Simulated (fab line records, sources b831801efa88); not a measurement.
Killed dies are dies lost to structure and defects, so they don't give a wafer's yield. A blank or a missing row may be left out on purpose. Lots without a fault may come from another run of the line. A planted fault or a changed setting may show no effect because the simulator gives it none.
fab line records | flow gf180mcu
record lots=11 wafers=33 last_day=34
route steps=602 shown VT_IMPLANT@122 HV_LDD@208 PSD@257
lots that met no fault: from a run of the same line without faults
start_h: hours from the record's first day to the start of the lot's first wafer shown | wait_h: hours since the lot's step before | " the same as in the row above | L1.1+2: a row that stands for several wafers | - no value, or no start given | * or withheld: withheld | < > ~ a bound
route shown NAME@n: a module of which the file shows steps, and the number in the route of the first | usual: mean/standard deviation of fault-free wafers | same: alike in all rows | chamber/n: place in a boat | sites: the reading at each site | _std_site: their standard deviation | _edge_site: outer sites' mean less inner sites' | radius_mm: how far each site lies from the wafer's centre | mask NAME#n: copy n | behind: the tool/chamber that last shaped the wafer | hold: why the lot was held/for how many hours/how that ended | device: the transistor (n, p or np) that didn't switch | end of line: the same wafers' tests at the end of the route | a step without rows: its recipe alone | killed: dies lost to structure and defects at the first sort, not the wafer's yield | map: a wafer's dies, x killed, . not, _ none there
set.NAME: the setting as run; set.NAME@STEP: as run at that earlier step | model.NAME: the simulator's own value behind a step, which no gauge read
steps of the route over a sample of lots; a table a step, a row a wafer
services: from which hour (start_h, from the record's first day; less than 0 if before it) a tool's chamber was out of use, for how many hours, and why
## steps
# step GF_VT_IMPLANT_TW_MEAS_32
# usual VT_IMPLANT_3_TW=266.6/1.4
# columns lot.wafer tool chamber start_h wait_h VT_IMPLANT_3_TW
L908.1 film_metro-04 - 148.75 0.1 266.0
L908.2 " - " " 267.3
L908.5 " - " " 268.5
L911.1 film_metro-02 - 166.10 0.1 268.3
L911.3 " - " " 265.5
L911.6 " - " " 267.8
L912.1 film_metro-02 - 171.75 0.1 264.7
L912.2 " - " " 264.7
L912.6 " - " " 264.3
L915.1 film_metro-04 - 196.80 0.1 266.8
L915.4 " - " " 267.6
L915.6 " - " " 267.1
L916.2 film_metro-04 - 201.41 0.1 267.5
L916.3 " - " " 266.6
L916.6 " - " " 268.5
L918.3 film_metro-03 - 216.02 0.1 266.3
L918.5 " - " " 267.4
L918.6 " - " " 269.0
L921.2 film_metro-04 - 234.36 0.1 269.2
L921.3 " - " " 268.8
L921.6 " - " " 268.6
L922.1 film_metro-04 - 240.85 0.1 267.4
L922.4 " - " " 268.0
L922.5 " - " " 268.2
L924.3 film_metro-04 - 254.69 0.1 268.3
L924.5 " - " " 266.4
L924.6 " - " " 267.7
L926.2 film_metro-02 - 267.08 0.1 267.2
L926.5 " - " " 267.5
L926.6 " - " " 268.2
L927.3 film_metro-02 - 276.29 0.1 266.9
L927.4 " - " " 264.5
L927.6 " - " " 266.9
# step GF_VT_IMPLANT_STRIP_42
# recipe chemistry=O2/N2 power_w=1400 pressure_mtorr=1500 platen_temp_c=250 o2_flow_sccm=3000 n2_flow_sccm=300 overash_fraction=0.5
# usual drypump_motor_current_A=5.74/0.21 heater_power_w=347/14 oes_product_au=0.716/0.0043 platen_temp_c=249.97/0.18 strip_time_to_endpoint_s=12.64/0.034
# same overash_fraction=0.5
# columns lot.wafer tool chamber start_h wait_h drypump_motor_current_A heater_power_w oes_product_au platen_temp_c rf_hours_counter_h strip_time_to_endpoint_s
L908.1 plasma_asher-04 0 164.50 0.1 5.95 361 0.723 249.77 37 12.66
L908.2 " 1 " " 5.49 370 0.715 250.00 37 12.65
L908.5 " 1 " " 5.50 355 0.717 250.09 - 12.63
L911.1 plasma_asher-04 0 183.13 0.1 5.94 358 0.711 249.83 39 12.64
L911.3 " 1 " " 5.46 362 0.723 249.85 - 12.66
L911.6 " 1 " " 5.47 358 0.714 250.08 - 12.69
L912.1 plasma_asher-04 0 189.55 0.1 5.93 370 0.712 249.87 40 12.64
L912.2 " 1 " " 5.47 358 0.711 249.92 40 12.63
L912.6 " 1 " " 5.50 355 0.716 250.07 - 12.66
L915.1 plasma_asher-03 0 214.65 0.1 5.80 344 0.717 250.24 59 12.67
L915.4 " 1 " " 5.59 322 0.722 250.04 - 12.67
L915.6 " 1 " " 5.61 326 0.722 250.06 - 12.66
L916.2 plasma_asher-03 0 219.50 0.1 5.85 344 0.711 250.02 60 12.63
L916.3 " 0 " " 5.84 343 0.709 249.85 - 12.64
L916.6 " 0 " " 5.86 341 0.714 249.99 - 12.62
L918.3 plasma_asher-01 0 234.58 0.1 6.00 329 0.716 249.81 - 12.65
L918.5 " 1 " " 5.59 348 0.720 250.17 - 12.64
L918.6 " 0 " " 6.01 333 0.722 249.76 - 12.63
L921.2 plasma_asher-04 1 252.70 0.1 5.46 359 0.718 249.87 48 12.60
L921.3 " 0 " " 5.93 360 0.720 249.94 - 12.59
L921.6 " 0 " " 5.94 359 0.717 249.89 - 12.56
L922.1 plasma_asher-01 0 259.72 0.1 5.98 329 0.719 249.92 60 12.65
L922.4 " 1 " " 5.58 351 0.717 249.83 - 12.65
L922.5 " 0 " " 5.99 332 0.718 249.64 - 12.57
L924.3 plasma_asher-04 0 274.08 0.1 5.94 362 0.713 249.87 - 12.62
L924.5 " 0 " " 5.94 362 0.711 249.89 - 12.59
L924.6 " 1 " " 5.47 363 0.722 250.00 - 12.63
L926.2 plasma_asher-03 1 286.75 0.1 5.57 326 0.714 249.84 66 12.65
L926.5 " 1 " " 5.67 320 0.714 250.24 - 12.69
L926.6 " 0 " " 5.79 347 0.714 249.91 - 12.65
L927.3 plasma_asher-04 1 295.83 0.1 5.47 363 0.715 249.92 - 12.56
L927.4 " 0 " " 5.94 355 0.718 249.90 - 12.61
L927.6 " 1 " " 5.47 359 0.714 250.37 - 12.60
# step GF_HV_LDD_OVL_MEAS_32
# usual HV_LDD_02_OVL=-0.9/1.4
# columns lot.wafer tool chamber start_h wait_h HV_LDD_02_OVL[nm]
L908.1 overlay-02 - 264.88 0.1 -2.4
L908.2 " - " " -0.3
L908.5 " - " " -1.7
L911.1 overlay-01 - 285.15 0.1 0.3
L911.3 " - " " -0.8
L911.6 " - " " 1.3
L912.1 overlay-01 - 292.20 0.1 -1.1
L912.2 " - " " -3.4
L912.6 " - " " -1.0
L915.1 overlay-02 - 320.53 0.1 -0.1
L915.4 " - " " -1.9
L915.6 " - " " 0.0
L916.2 overlay-02 - 328.94 0.1 0.1
L916.3 " - " " -1.9
L916.6 " - " " -0.3
L918.3 overlay-02 - 343.26 0.1 -0.6
L918.5 " - " " -0.4
L918.6 " - " " 0.2
L921.2 overlay-01 - 364.49 0.1 0.6
L921.3 " - " " -1.9
L921.6 " - " " -1.7
L922.1 overlay-02 - 373.10 0.1 0.7
L922.4 " - " " 2.2
L922.5 " - " " 0.2
L924.3 overlay-02 - 387.99 0.1 0.9
L924.5 " - " " -0.8
L924.6 " - " " -0.6
L926.2 overlay-01 - 407.11 0.1 -1.6
L926.5 " - " " 0.4
L926.6 " - " " -1.5
L927.3 overlay-02 - 414.16 0.1 -2.6
L927.4 " - " " -0.8
L927.6 " - " " -1.5
# step GF_PSD_IMPLANT_09
# recipe species=BF2 energy_kev=40 dose_cm2=1.5e+15 tilt_deg=7
# usual beam_energy_keV=39.998/0.012 tilt_deg=6.997/0.021
# columns lot.wafer tool chamber start_h wait_h beam_energy_keV tilt_deg
L908.1 implanter-02 0 329.87 0.0 39.999 7.004
L908.2 " 0 " " 40.005 6.977
L908.5 " 0 " " 40.009 6.991
L911.1 implanter-01 0 353.29 0.0 40.002 6.985
L911.3 " 0 " " 39.998 7.004
L911.6 " 0 " " 40.003 6.999
L912.1 implanter-01 0 359.86 0.0 40.006 7.025
L912.2 " 0 " " 39.999 7.012
L912.6 " 0 " " 39.987 7.005
L915.1 implanter-01 0 392.37 0.0 40.002 7.011
L915.4 " 0 " " 39.992 6.989
L915.6 " 0 " " 40.003 7.023
L916.2 implanter-01 0 400.79 0.0 39.996 7.001
L916.3 " 0 " " 40.018 6.987
L916.6 " 0 " " 39.994 6.992
L918.3 implanter-02 0 416.27 0.1 40.006 6.976
L918.5 " 0 " " 40.009 6.962
L918.6 " 0 " " 40.009 7.009
L921.2 implanter-04 0 439.76 0.0 39.987 6.998
L921.3 " 0 " " 39.999 6.997
L921.6 " 0 " " 39.998 6.993
L922.1 implanter-01 0 448.84 0.0 25.036 7.001
L922.4 " 0 " " 25.024 6.952
L922.5 " 0 " " 25.024 7.002
L924.3 implanter-01 0 463.16 0.1 25.042 7.017
L924.5 " 0 " " 25.031 6.993
L924.6 " 0 " " 25.037 6.996
L926.2 implanter-02 0 484.54 0.0 39.982 7.028
L926.5 " 0 " " 39.976 6.971
L926.6 " 0 " " 40.003 6.994
L927.3 implanter-04 0 490.49 0.1 39.991 7.001
L927.4 " 0 " " 40.000 7.021
L927.6 " 0 " " 40.021 6.962
# step GF_PSD_STRIP_10
# recipe chemistry=O2/N2 power_w=1400 pressure_mtorr=1500 platen_temp_c=250 o2_flow_sccm=3000 n2_flow_sccm=300 overash_fraction=0.5
# usual drypump_motor_current_A=5.82/0.22 heater_power_w=347/15 oes_product_au=0.592/0.0046 platen_temp_c=249.99/0.18 strip_time_to_endpoint_s=16.52/0.039
# same overash_fraction=0.5
# columns lot.wafer tool chamber start_h wait_h drypump_motor_current_A heater_power_w oes_product_au platen_temp_c rf_hours_counter_h strip_time_to_endpoint_s
L908.1 plasma_asher-02 1 330.02 0.1 6.09 356 0.597 249.80 18 16.52
L908.2 " 0 " " 5.79 323 0.594 250.09 18 16.50
L908.5 " 1 " " 6.06 364 0.592 249.97 - 16.51
L911.1 plasma_asher-02 0 353.44 0.1 5.80 318 0.592 249.93 21 16.54
L911.3 " 1 " " 6.14 364 0.597 250.09 - 16.56
L911.6 " 0 " " 5.78 331 0.593 249.79 - 16.56
L912.1 plasma_asher-01 1 360.01 0.1 5.60 341 0.585 249.97 69 16.46
L912.2 " 0 " " 5.99 337 0.593 250.04 69 16.48
L912.6 " 1 " " 5.62 346 0.591 249.76 - 16.44
L915.1 plasma_asher-01 0 392.52 0.1 5.98 336 0.592 249.79 73 16.49
L915.4 " 0 " " 5.98 332 0.595 250.13 - 16.54
L915.6 " 1 " " 5.57 336 0.593 249.98 - 16.50
L916.2 plasma_asher-01 0 400.91 0.1 6.00 333 0.600 249.82 74 16.53
L916.3 " 0 " " 6.00 328 0.596 249.84 - 16.53
L916.6 " 0 " " 6.02 337 0.594 250.04 - 16.50
L918.3 plasma_asher-04 1 416.40 0.1 5.47 367 0.594 250.25 - 16.47
L918.5 " 0 " " 5.96 360 0.590 249.93 - 16.49
L918.6 " 1 " " 5.45 358 0.584 249.70 - 16.48
L921.2 plasma_asher-01 1 439.89 0.1 5.59 341 0.597 249.92 78 16.61
L921.3 " 0 " " 6.00 330 0.585 249.95 - 16.56
L921.6 " 0 " " 5.99 334 0.592 250.23 - 16.59
L922.1 plasma_asher-04 1 448.99 0.1 5.47 369 0.636 250.15 70 15.10
L922.4 " 0 " " 5.94 351 0.626 249.90 - 15.11
L922.5 " 1 " " 5.48 353 0.628 250.03 - 15.10
L924.3 plasma_asher-01 1 463.30 0.1 5.60 337 0.631 249.79 - 15.07
L924.5 " 1 " " 5.60 341 0.627 250.20 - 15.02
L924.6 " 0 " " 6.01 334 0.627 250.04 - 15.03
L926.2 plasma_asher-04 1 484.67 0.1 5.45 370 0.596 249.75 74 16.58
L926.5 " 1 " " 5.48 362 0.592 249.82 - 16.51
L926.6 " 0 " " 5.96 362 0.599 249.83 - 16.52
L927.3 plasma_asher-04 0 490.62 0.1 5.95 362 0.584 249.78 - 16.48
L927.4 " 1 " " 5.49 360 0.600 250.01 - 16.50
L927.6 " 1 " " 5.48 369 0.592 249.81 - 16.49
# step GF_PSD_TW_MEAS_11
# usual PSD_TW=3164/21
# columns lot.wafer tool chamber start_h wait_h PSD_TW
L908.1 film_metro-04 - 330.12 0.1 3191
L908.2 " - " " 3183
L908.5 " - " " 3175
L911.1 film_metro-03 - 353.54 0.1 3183
L911.3 " - " " 3190
L911.6 " - " " 3168
L912.1 film_metro-04 - 360.11 0.1 3209
L912.2 " - " " 3189
L912.6 " - " " 3183
L915.1 film_metro-04 - 392.62 0.1 3170
L915.4 " - " " 3181
L915.6 " - " " 3172
L916.2 film_metro-02 - 401.02 0.1 3147
L916.3 " - " " 3154
L916.6 " - " " 3134
L918.3 film_metro-02 - 416.49 0.1 3142
L918.5 " - " " 3139
L918.6 " - " " 3156
L921.2 film_metro-04 - 440.00 0.1 3215
L921.3 " - " " 3188
L921.6 " - " " 3189
L922.1 film_metro-03 - 449.09 0.1 2824
L922.4 " - " " 2812
L922.5 " - " " 2822
L924.3 film_metro-03 - 463.38 0.1 2808
L924.5 " - " " 2790
L924.6 " - " " 2787
L926.2 film_metro-02 - 484.78 0.1 3163
L926.5 " - " " 3150
L926.6 " - " " 3137
L927.3 film_metro-02 - 490.71 0.1 3149
L927.4 " - " " 3165
L927.6 " - " " 3149
# step GF_PSD_RS_MEAS_15
# recipe thk_meas_gauge=four-point-probe
# usual PSD_RS=108.60/0.29
# columns lot.wafer tool chamber start_h wait_h PSD_RS[ohm/sq]
L908.1 film_metro-02 - 330.44 0.1 108.88
L908.2 " - " " 108.64
L908.5 " - " " 108.58
L911.1 film_metro-03 - 353.85 0.1 108.56
L911.3 " - " " 108.64
L911.6 " - " " 108.19
L912.1 film_metro-04 - 360.43 0.1 108.50
L912.2 " - " " 108.72
L912.6 " - " " 108.67
L915.1 film_metro-02 - 392.93 0.1 109.12
L915.4 " - " " 108.51
L915.6 " - " " 108.53
L916.2 film_metro-04 - 401.35 0.1 108.56
L916.3 " - " " 108.55
L916.6 " - " " 108.46
L918.3 film_metro-02 - 416.82 0.1 109.27
L918.5 " - " " 109.33
L918.6 " - " " 109.28
L921.2 film_metro-04 - 440.32 0.1 108.62
L921.3 " - " " 108.92
L921.6 " - " " 108.68
L922.1 film_metro-03 - 449.40 0.1 132.83
L922.4 " - " " 133.34
L922.5 " - " " 133.05
L924.3 film_metro-04 - 463.72 0.1 133.85
L924.5 " - " " 133.72
L924.6 " - " " 133.49
L926.2 film_metro-04 - 485.10 0.1 108.60
L926.5 " - " " 108.48
L926.6 " - " " 108.23
L927.3 film_metro-03 - 491.04 0.1 108.43
L927.4 " - " " 108.30
L927.6 " - " " 108.35
## services
# columns tool chamber start_h hours kind
implanter-01 - 141.20 2.6 pm
implanter-01 - 157.11 2.0 pm
implanter-04 - 165.82 8.8 pm
plasma_asher-02 - 229.98 28.1 pm
plasma_asher-03 - 234.39 14.6 pm
plasma_asher-01 - 260.75 1.5 repair
implanter-02 - 273.05 2.9 repair
implanter-04 - 274.15 1.0 repair
implanter-04 - 294.63 4.8 pm
implanter-01 - 294.65 1.4 repair
implanter-04 - 302.47 109.6 pm
plasma_asher-01 - 310.41 4.3 repair
implanter-02 - 333.12 19.7 pm
plasma_asher-02 - 382.33 7.3 repair
plasma_asher-01 - 402.89 4.3 repair
plasma_asher-03 - 421.25 9.0 pm
plasma_asher-03 0 421.25 9.0 vent_cycle
plasma_asher-03 1 421.25 9.0 vent_cycle
plasma_asher-03 0 430.25 - clean
plasma_asher-03 1 430.25 - clean
implanter-04 - 461.71 4.5 pm
plasma_asher-01 - 469.80 0.8 repair
implanter-04 - 486.16 4.1 repair
plasma_asher-02 - 490.31 14.5 pm
## key
first_sign step=GF_PSD_IMPLANT_09 reading=beam_energy_keV direction=down sigmas=99+ usual=39.998 struck=25.032
effect step=GF_PSD_STRIP_10 reading=strip_time_to_endpoint_s direction=down sigmas=37 usual=* struck=*
effect step=GF_PSD_TW_MEAS_11 reading=PSD_TW direction=down sigmas=17 usual=3164 struck=2807
effect step=GF_PSD_RS_MEAS_15 reading=PSD_RS direction=up sigmas=86 usual=108.60 struck=133.38
met_at GF_PSD_IMPLANT_09
struck_lots L922,L924
tester_left_out L922,L924
not_acting_at GF_VT_IMPLANT_TW_MEAS_32,GF_VT_IMPLANT_STRIP_42,GF_HV_LDD_OVL_MEAS_32
onset_between 400.79 448.84
fault kind=process_parameter_drift tool=implanter-01 chamber=- onset_h=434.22 steps=GF_PSD_IMPLANT_09 channel=energy_kev offset=-14.975 shape=step end_h=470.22 acts_in=these_recipes_only stated=40
# tester_left_out: of these lots the tester's yield and bins aren't shown, on N5 and GAA mostly nor the transistor test; their killed dies are dies lost to structure and defects alone, not to doping, threshold or leakage, so they don't give the yield
